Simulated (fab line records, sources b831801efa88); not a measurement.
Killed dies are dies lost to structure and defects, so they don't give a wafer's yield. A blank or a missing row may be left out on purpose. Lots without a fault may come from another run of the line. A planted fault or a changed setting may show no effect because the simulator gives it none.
Which tool did it? | flow sky130 | 24 lots, 72 wafers sampled, at 6 steps of a route of 708

WHAT THE GAUGES READ, wafer by wafer
SKY_FIELD_ISO_THK_MEAS_04. Usual: FIELD_ISO_CVD_03_THK 165.5 nm, standard deviation 2.1.
lot  | measured    | on            | FIELD_ISO_CVD_03_THK (nm) | flag
L074 | day 1 19:41 | film_metro-01 | 166.4 165.0 164.9         |
L075 | day 2 03:17 | film_metro-03 | 163.5 163.4 164.2         |
L076 | day 2 03:17 | film_metro-01 | 167.0 169.1 167.5         |
L077 | day 2 07:21 | film_metro-03 | 166.2 166.3 166.7         |
L078 | day 2 12:57 | film_metro-02 | 163.6 163.3 163.5         |
L079 | day 2 17:22 | film_metro-01 | 164.4 164.9 165.5         |
L080 | day 2 23:01 | film_metro-01 | 166.0 165.6 166.5         |
L081 | day 3 05:23 | film_metro-01 | 167.2 165.0 166.6         |
L082 | day 3 10:05 | film_metro-03 | 164.5 164.8 164.0         |
L083 | day 3 12:55 | film_metro-02 | 163.8 161.0 161.8         |
L084 | day 3 18:32 | film_metro-03 | 162.8 163.0 162.2         |
L085 | day 3 21:40 | film_metro-03 | 164.4 164.3 164.3         |
L086 | day 4 01:46 | film_metro-01 | 162.0 163.4 163.3         |
L087 | day 4 07:28 | film_metro-02 | 166.5 167.5 166.5         |
L088 | day 4 16:26 | film_metro-03 | 169.2 170.2 169.8         |
L089 | day 4 19:17 | film_metro-01 | 167.2 166.5 167.0         |
L090 | day 4 22:07 | film_metro-01 | 164.7 166.4 167.1         |
L091 | day 5 03:58 | film_metro-01 | 167.6 167.9 166.9         |
L092 | day 5 07:52 | film_metro-02 | 167.7 167.8 168.2         |
L093 | day 5 12:29 | film_metro-02 | 162.6 162.7 161.9         |
L094 | day 5 17:29 | film_metro-03 | 167.6 166.7 166.3         |
L095 | day 5 23:21 | film_metro-02 | 166.4 166.3 167.6         |
L096 | day 6 03:46 | film_metro-03 | 162.8 163.9 162.7         |
L097 | day 6 10:50 | film_metro-01 | 167.6 167.9 166.7         |

SKY_FIELD_ISO_THK_MEAS_25. Usual: FIELD_ISO_CVD_24_THK 596 nm, standard deviation 5.4.
lot  | measured    | on            | FIELD_ISO_CVD_24_THK (nm) | flag
L074 | day 2 12:47 | film_metro-01 | 599 589 593               |
L075 | day 2 23:53 | film_metro-01 | 601 587 597               |
L076 | day 2 23:53 | film_metro-02 | 600 590 596               |
L077 | day 3 04:56 | film_metro-03 | 593 600 594               |
L078 | day 3 07:35 | film_metro-02 | 608 600 597               |
L079 | day 3 13:01 | film_metro-03 | 602 607 591               |
L080 | day 3 18:25 | film_metro-02 | 595 591 593               |
L081 | day 3 22:37 | film_metro-02 | 598 602 595               |
L082 | day 4 03:49 | film_metro-01 | 601 606 597               |
L083 | day 4 08:04 | film_metro-03 | 594 594 594               |
L084 | day 4 13:56 | film_metro-01 | 593 600 591               |
L085 | day 4 16:37 | film_metro-03 | 601 596 597               |
L086 | day 4 20:59 | film_metro-02 | 593 588 589               |
L087 | day 5 03:40 | film_metro-02 | 601 598 596               |
L088 | day 5 11:47 | film_metro-01 | 605 596 602               |
L089 | day 5 15:08 | film_metro-01 | 603 600 597               |
L090 | day 5 19:16 | film_metro-03 | 594 593 588               |
L091 | day 6 00:30 | film_metro-01 | 591 595 590               |
L092 | day 6 04:36 | film_metro-03 | 589 605 599               |
L093 | day 6 10:18 | film_metro-02 | 599 599 594               |
L094 | day 6 15:44 | film_metro-01 | 598 600 590               |
L095 | day 7 00:28 | film_metro-03 | 599 601 590               |
L096 | day 7 03:09 | film_metro-02 | 602 601 595               |
L097 | day 7 08:22 | film_metro-03 | 595 595 580               |

SKY_VT_ADJUST_PCH_TW_MEAS_10. Usual: VT_ADJUST_PCH_TW 143.6, standard deviation 1.5.
lot  | measured     | on            | VT_ADJUST_PCH_TW  | flag
L074 | day 11 01:40 | film_metro-04 | 142.3 142.3 142.3 |
L075 | day 11 14:04 | film_metro-04 | 141.7 141.4 142.6 |
L076 | day 11 15:00 | film_metro-03 | 145.9 146.1 145.6 |
L077 | day 11 20:37 | film_metro-03 | 145.3 145.4 145.6 |
L078 | day 11 21:56 | film_metro-01 | 143.2 142.4 143.1 |
L079 | day 12 06:42 | film_metro-04 | 142.2 142.4 142.0 |
L080 | day 12 11:47 | film_metro-03 | 145.2 144.5 145.0 |
L081 | day 12 15:44 | film_metro-03 | 143.1 144.8 144.6 |
L082 | day 13 06:16 | film_metro-04 | 141.8 142.3 141.3 |
L083 | day 13 07:11 | film_metro-03 | 145.4 145.1 145.2 |
L084 | day 13 14:20 | film_metro-01 | 142.1 142.6 143.2 |
L085 | day 13 18:44 | film_metro-03 | 145.7 145.6 145.1 |
L086 | day 14 10:10 | film_metro-04 | 142.1 140.9 142.8 |
L087 | day 14 13:14 | film_metro-03 | 144.8 145.1 144.9 |
L088 | day 14 20:21 | film_metro-04 | 141.5 141.7 141.9 |
L089 | day 15 05:04 | film_metro-03 | 145.2 145.2 145.1 |
L090 | day 15 14:07 | film_metro-04 | 142.3 142.0 142.3 |
L091 | day 15 15:32 | film_metro-03 | 145.0 145.7 145.0 |
L092 | day 15 21:54 | film_metro-01 | 142.0 142.6 142.5 |
L093 | day 16 13:14 | film_metro-01 | 142.2 141.7 142.7 |
L094 | day 16 23:42 | film_metro-01 | 141.6 142.8 142.4 |
L095 | day 17 04:33 | film_metro-03 | 144.3 145.5 144.9 |
L096 | day 17 09:22 | film_metro-03 | 144.5 144.9 146.0 |
L097 | day 17 12:48 | film_metro-03 | 145.0 144.3 144.9 |

SKY_LOCAL_INTERCONNECT_THK_MEAS_02: measures by xrf. Usual: LOCAL_INTERCONNECT_TIN_THK 99.3 nm, standard deviation 1.1.
lot  | measured     | on            | LOCAL_INTERCONNECT_TIN_THK (nm) | flag
L074 | day 30 00:25 | film_metro-02 | 97.9 99.2 97.6                  |
L075 | day 30 15:53 | film_metro-02 | 100.5 98.8 100.3                |
L076 | day 30 14:11 | film_metro-02 | 99.0 98.6 99.6                  |
L077 | day 31 00:22 | film_metro-04 | 99.6 101.0 99.7                 |
L078 | day 31 03:01 | film_metro-02 | 97.8 98.5 99.1                  |
L079 | day 31 11:55 | film_metro-02 | 100.4 97.9 99.5                 |
L080 | day 31 14:00 | film_metro-02 | 99.9 99.0 99.0                  |
L081 | day 31 21:00 | film_metro-04 | 99.1 98.4 99.8                  |
L082 | day 32 10:29 | film_metro-04 | 101.2 99.2 100.0                |
L083 | day 32 11:25 | film_metro-04 | 98.4 98.2 98.6                  |
L084 | day 32 16:28 | film_metro-04 | 101.6 101.8 101.4               |
L085 | day 32 21:29 | film_metro-02 | 99.0 97.9 96.8                  |
L086 | day 33 15:07 | film_metro-02 | 99.7 100.1 100.2                |
L087 | day 33 19:38 | film_metro-02 | 100.4 98.4 99.1                 |
L088 | day 34 04:44 | film_metro-02 | 99.9 99.6 100.8                 |
L089 | day 34 03:32 | film_metro-04 | 99.3 97.3 97.9                  |
L090 | day 35 08:40 | film_metro-01 | 98.5 99.2 100.5                 |
L091 | day 35 09:59 | film_metro-04 | 100.3 99.9 100.8                |
L092 | day 35 05:02 | film_metro-01 | 99.1 98.4 99.5                  |
L093 | day 35 13:17 | film_metro-02 | 99.3 98.9 98.0                  |
L094 | day 35 21:05 | film_metro-04 | 101.2 100.0 100.0               |
L095 | day 35 23:29 | film_metro-01 | 99.0 96.1 98.8                  |
L096 | day 36 05:05 | film_metro-04 | 98.7 100.7 100.7                |
L097 | day 36 06:45 | film_metro-01 | 100.9 100.4 101.6               |

SKY_VIA1_THK_MEAS_23: measures by xrf. Usual: VIA1_W_THK 268 nm, standard deviation 4.7.
lot  | measured     | on            | VIA1_W_THK (nm) | flag
L074 | day 34 16:33 | film_metro-03 | 272 264 274     |
L075 | day 35 10:50 | film_metro-04 | 268 267 266     |
L076 | day 35 07:17 | film_metro-01 | 264 271 271     |
L077 | day 35 15:05 | film_metro-03 | 265 266 263     |
L078 | day 35 18:00 | film_metro-01 | 261 267 265     |
L079 | day 36 02:53 | film_metro-04 | 275 273 267     |
L080 | day 36 05:50 | film_metro-03 | 264 265 263     |
L081 | day 36 10:08 | film_metro-01 | 269 275 266     |
L082 | day 36 23:10 | film_metro-01 | 261 264 258     |
L083 | day 37 02:43 | film_metro-03 | 262 267 268     |
L084 | day 37 06:29 | film_metro-04 | 276 266 272     |
L085 | day 37 11:09 | film_metro-01 | 264 266 263     |
L086 | day 38 02:20 | film_metro-04 | 270 270 281     |
L087 | day 38 08:43 | film_metro-01 | 270 268 269     |
L088 | day 38 17:38 | film_metro-03 | 266 267 269     |
L089 | day 38 14:44 | film_metro-03 | 263 264 266     |
L090 | day 39 19:05 | film_metro-03 | 275 266 263     |
L091 | day 39 19:56 | film_metro-03 | 269 269 268     |
L092 | day 39 16:58 | film_metro-03 | 266 271 262     |
L093 | day 39 23:07 | film_metro-01 | 266 268 262     |
L094 | day 40 07:14 | film_metro-01 | 278 265 274     |
L095 | day 40 10:10 | film_metro-04 | 276 277 264     |
L096 | day 40 14:07 | film_metro-01 | 271 274 276     |
L097 | day 40 16:26 | film_metro-01 | 273 270 267     |

WHICH TOOL RAN EACH LOT (tool, then ch and the chambers of the sampled wafers, then the start)
lot  | SKY_CONTACT_CVD_00
L074 | pecvd-02 ch 0, day 31 04:46
L075 | pecvd-01 ch 1,2, day 31 20:29
L076 | pecvd-02 ch 1,2, day 31 18:23
L077 | pecvd-02 ch 0,1, day 32 04:16
L078 | pecvd-01 ch 0,2, day 32 07:23
L079 | pecvd-03 ch 0,2, day 32 15:21
L080 | pecvd-01 ch 0,1,2, day 32 17:45
L081 | pecvd-02 ch 0,1, day 33 00:07
L082 | pecvd-03 ch 0,2, day 33 13:59
L083 | pecvd-01 ch 0,1, day 33 15:10
L084 | pecvd-02 ch 1,2, day 33 19:49
L085 | pecvd-02 ch 0,2, day 34 00:01
L086 | pecvd-03 ch 0, day 34 17:41
L087 | pecvd-03 ch 0,2, day 34 22:22
L088 | pecvd-03 ch 0,2, day 35 07:52
L089 | pecvd-01 ch 0,1,2, day 35 06:40
L090 | pecvd-03 ch 0,2, day 36 10:48
L091 | pecvd-02 ch 0,1,2, day 36 13:14
L092 | pecvd-01 ch 0,1,2, day 36 07:16
L093 | pecvd-03 ch 0,2, day 36 15:44
L094 | pecvd-01 ch 1,2, day 36 23:38
L095 | pecvd-02 ch 0,1,2, day 37 02:47
L096 | pecvd-02 ch 0,1,2, day 37 07:31
L097 | pecvd-03 ch 2, day 37 09:33
- SKY_CONTACT_CVD_00: deposits Si3N4, target thk 75 nm.

WHAT THE TOOLS THEMSELVES READ (means of the sampled wafers that have a number; where no wafer has one, the mark that the record gives instead)
SKY_CONTACT_CVD_00. Usual: heater_power_w 719 W, standard deviation 88.
lot  | tool     | heater_power_w (W) | flag
L074 | pecvd-02 | 712                |
L075 | pecvd-01 | 757                |
L076 | pecvd-02 | 708                |
L077 | pecvd-02 | 734                |
L078 | pecvd-01 | 767                |
L079 | pecvd-03 | 604                |
L080 | pecvd-01 | 770                |
L081 | pecvd-02 | 748                |
L082 | pecvd-03 | 627                |
L083 | pecvd-01 | 734                |
L084 | pecvd-02 | 806                |
L085 | pecvd-02 | 737                |
L086 | pecvd-03 | 607                |
L087 | pecvd-03 | 650                |
L088 | pecvd-03 | 654                |
L089 | pecvd-01 | 814                |
L090 | pecvd-03 | 546                |
L091 | pecvd-02 | 718                |
L092 | pecvd-01 | 789                |
L093 | pecvd-03 | 630                |
L094 | pecvd-01 | 726                |
L095 | pecvd-02 | 751                |
L096 | pecvd-02 | 779                |
L097 | pecvd-03 | 644                |

THE ANSWER, worked out from the rows above alone
Rule: a lot is off if the mean of its wafers that have a number lies more than 3 standard deviations from the usual mean. A lot without any number at a reading at which 4 lots or more have one is off too. The other lots that the step has rows for count as sound. The gauges are gone through in route order, then the tools' own readings, and for those a lot's mean is taken as printed above. The first step at which some lot is off is used, and at that step the reading that is off furthest; a lot without a number counts as furthest.
No lot is off at any reading shown: from this, nothing can be told.

WHAT THE SIMULATOR HAD PUT IN
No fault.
